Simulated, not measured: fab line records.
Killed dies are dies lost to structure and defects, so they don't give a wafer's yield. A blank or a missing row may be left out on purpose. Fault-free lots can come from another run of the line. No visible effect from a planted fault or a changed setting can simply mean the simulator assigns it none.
A lot that was struck, set against a sound lot | flow sky130 | 44 steps out of a route of 708
Sound: these wafers, L403.1, L403.2, L403.6. Struck: wafer L411.3 (L411.2, L411.5, from the same lot, were not struck and are left out); the cause is given at the end.
Each step with rows lists, per side, the tool, then ch with its chambers, then its first start. Under that, the readings that differ: sound wafers | struck wafers | difference of the means | sigmas: that difference in standard deviations of wafers without a fault.
alike: a reading whose means differ by less than 2 such deviations, as well as words and numbers matching on both sides. not compared: withheld readings; readings where some wafer has no value; bounds like >300 that might hide an equal value; numbers whose values overlap and for which the record gives no deviation.
The two part at a step that has a row with sigmas, a row that says differs or no value, or rows on one side only. Numbers that have no deviation but don't overlap get no sigmas and don't part them. Lack of a reading on every wafer of one side parts them only where that side has two or more wafers.

first, 4 steps without rows for these wafers: SKY_VIA2_CLEAN_18 (cleans in IPA, time 180 s); SKY_VIA2_CLEAN_19 (cleans in O3/DIW); SKY_VIA2_SPUTTER_20 (material TiN, target thk 20 nm, time 80 s); SKY_VIA2_CVD_21 (deposits W, target thk 420 nm, time 126.4 s).
SKY_VIA2_RS_MEAS_22: the measuring method here is four-point-probe.
  sound on film-metro-04 at day 36 18:59; struck on film-metro-03 at day 39 14:40
  alike: VIA2_W_RS
SKY_VIA2_THK_MEAS_23: measures by xrf.
  sound on film-metro-04 at day 36 19:06; struck on film-metro-03 at day 39 14:46
  alike: VIA2_W_THK
then, 1 step without rows for these wafers: SKY_VIA2_CMP_24 (polishes, stops on SiO2, t overpolish 20 s, target thk 0 nm).
SKY_METAL3_SPUTTER_00: material Ti, target thk 15 nm, time 10 s.
  sound on pvd-sputter-02 at day 36 19:28; struck on pvd-sputter-04 at day 39 15:07
  alike: throttle-valve-pct
then, 1 step without rows for these wafers: SKY_METAL3_SPUTTER_01 (material TiN, target thk 20 nm, time 16.7 s).
SKY_METAL3_SPUTTER_02: material AlCu, target thk 735 nm, time 39.1 s.
  sound on pvd-sputter-02 at day 36 19:31; struck on pvd-sputter-04 at day 39 15:10
  alike: throttle-valve-pct
then, 2 steps without rows for these wafers: SKY_METAL3_SPUTTER_03 (material Ti, target thk 5 nm, time 3.3 s); SKY_METAL3_SPUTTER_04 (material TiN, target thk 70 nm, time 58.3 s).
SKY_CAPM_CVD_00: deposits SiO2, target thk 15.5 nm.
  sound on pecvd-04 ch 0,2, day 36 19:37; struck on pecvd-02 ch 0, day 39 15:17
  reading                               | sound            | struck | difference | sigmas
  model.SiO2_of_CAPM_CVD_00.thk-nm (nm) | 15.31 15.3 15.63 | 13.75  | -1.66      |
  alike: heater-power-outer-w, heater-power-w
  not compared: rf-fwd-power-W
SKY_CAPM_THK_MEAS_01:
  sound on film-metro-01 at day 36 19:39; struck on film-metro-03 at day 39 15:19
  reading              | sound             | struck | difference | sigmas
  CAPM_CVD_00_THK (nm) | 15.30 15.33 15.63 | 13.72  | -1.70      | -8
SKY_CAPM_SPUTTER_02: material TiN, target thk 200 nm, time 166.7 s.
  sound on pvd-sputter-04 at day 36 19:43; struck on pvd-sputter-04 at day 39 15:22
  alike: throttle-valve-pct
SKY_CAPM_RS_MEAS_03: the measuring method here is four-point-probe.
  sound on film-metro-02 at day 36 19:49; struck on film-metro-03 at day 39 15:29
  alike: CAPM_TIN_RS
SKY_CAPM_THK_MEAS_04: measures by xrf.
  sound on film-metro-02 at day 36 19:56; struck on film-metro-03 at day 39 15:36
  alike: CAPM_TIN_THK
then, 7 steps without rows for these wafers: SKY_CAPM_DEHYDRATE_05 (time 60 s); SKY_CAPM_HMDS_06 (prime time 60 s); SKY_CAPM_COAT_07 (resist thk 1140 nm); SKY_CAPM_SOFTBAKE_08 (time 60 s); SKY_CAPM_EXPOSE_09 (exposes mask CAPM, target cd 1000 nm); SKY_CAPM_PEB_10; SKY_CAPM_DEVELOP_11 (develop time 60 s).
SKY_CAPM_OVL_MEAS_12:
  sound on overlay-01 at day 37 20:52; struck on overlay-01 at day 40 15:52
  alike: CAPM_OVL
then, 1 step without rows for these wafers: SKY_CAPM_METAL_ETCH_13 (etches TiN in Cl2/BCl3, stops on SiO2, target depth 220 nm, time 62.9 s).
SKY_CAPM_STRIP_14: strips in O2/N2.
  sound on plasma-asher-01 ch 0,1, day 37 21:03; struck on plasma-asher-02 ch 1, day 40 15:59
  alike: drypump-motor-current-A, oes-product-au, strip-time-to-endpoint-s
  not compared: rf-hours-counter-h
then, 11 steps without rows for these wafers: SKY_CAPM_STRIP_15 (strips in post etch residue remover, time 1200 s); SKY_CAPM_CLEAN_16 (cleans in IPA, time 180 s); SKY_CAPM_CLEAN_17 (cleans in O3/DIW); SKY_METAL3_DEHYDRATE_05 (time 60 s); SKY_METAL3_HMDS_06 (prime time 60 s); SKY_METAL3_COAT_07 (resist thk 60 nm); SKY_METAL3_COAT_08 (resist thk 1140 nm); SKY_METAL3_SOFTBAKE_09 (time 90 s); SKY_METAL3_EXPOSE_10 (exposes mask MM3, target cd 300 nm); SKY_METAL3_PEB_11; SKY_METAL3_DEVELOP_12 (develop time 60 s).
SKY_METAL3_CD_MEAS_13 targets a cd of 300 nm.
  sound on cd-sem-01 at day 38 22:54; struck on cd-sem-02 at day 41 16:54
  alike: cd-nm
SKY_METAL3_OVL_MEAS_14:
  sound on overlay-02 at day 38 23:01; struck on overlay-01 at day 41 17:01
  alike: METAL3_OVL
SKY_METAL3_DESCUM_15: chemistry O2, time 8 s.
  sound on rie-metal-01 ch 0,1, day 38 23:03; struck on rie-metal-03 ch 0, day 41 17:02
  alike: drypump-motor-current-A, he-backside-leak-sccm, oes-product-au, rf-fwd-power-W
  not compared: rf-hours-counter-h
then, 1 step without rows for these wafers: SKY_METAL3_ETCH_16 (etches BARC in N2/H2, stops on SiO2, time 88.2 s, target depth 60 nm).
SKY_METAL3_ETCH_17: etches SiO2 in C4F8/O2/Ar, stops on TiN, time 3.9 s, target depth 15 nm.
  sound on rie-diel-02 ch 0,2,3, day 38 23:11; struck on rie-diel-02 ch 3, day 41 17:13
  reading                  | sound             | struck | difference | sigmas
  oes-product-au (a.u.)    | 0.758 0.740 0.754 | 0.717  | -0.034     | -4
  model.etch.depth-nm (nm) | 15.31 15.3 15.63  | 13.75  | -1.66      |
  alike: rf-fwd-power-W
  not compared: rf-hours-counter-h
-- the record jumps here: 7 days lie between the struck wafers' starts before and after (it left off in module METAL3 and takes up again in module PAD_OPEN, whose first step shown is number 708 of the route) --
SKY_PAD_OPEN_PROBE_99:
  sound on prober-02 at day 46 02:31; struck on prober-02 at day 48 09:57
  reading                              | sound               | struck | difference | sigmas
  sort_bin_3_pad_short (%)             | 0.8 1.6 1.0         | 0.2    | -0.9       | -2
  model.etest.cap-mim.bv-v (V)         | 14.28 13.84 14.11   | 12.27  | -1.81      |
  model.etest.cap-mim.leak-log10-a-cm2 | -8.85 -9.038 -9.029 | -8.468 | +0.504     |
  model.etest.cap-mim.c-ff-um2         | 2.347 2.384 2.341   | 2.66   | +0.30      |
  alike: defect-limited-yield, killed_at_M0_to_M3, killed_at_M4_up, killed-at-contacts, killed-at-front-end, killed-at-other, killed-dies, killed-open, killed-short, sort_bin_5_function, sort_bin_6_memory, sort-n-pass, sort-yield-pct

== WHERE THEY PART ==
Earliest at SKY_CAPM_THK_MEAS_01; latest, in this record, at SKY_PAD_OPEN_PROBE_99.

WHY: whatever the simulator had introduced
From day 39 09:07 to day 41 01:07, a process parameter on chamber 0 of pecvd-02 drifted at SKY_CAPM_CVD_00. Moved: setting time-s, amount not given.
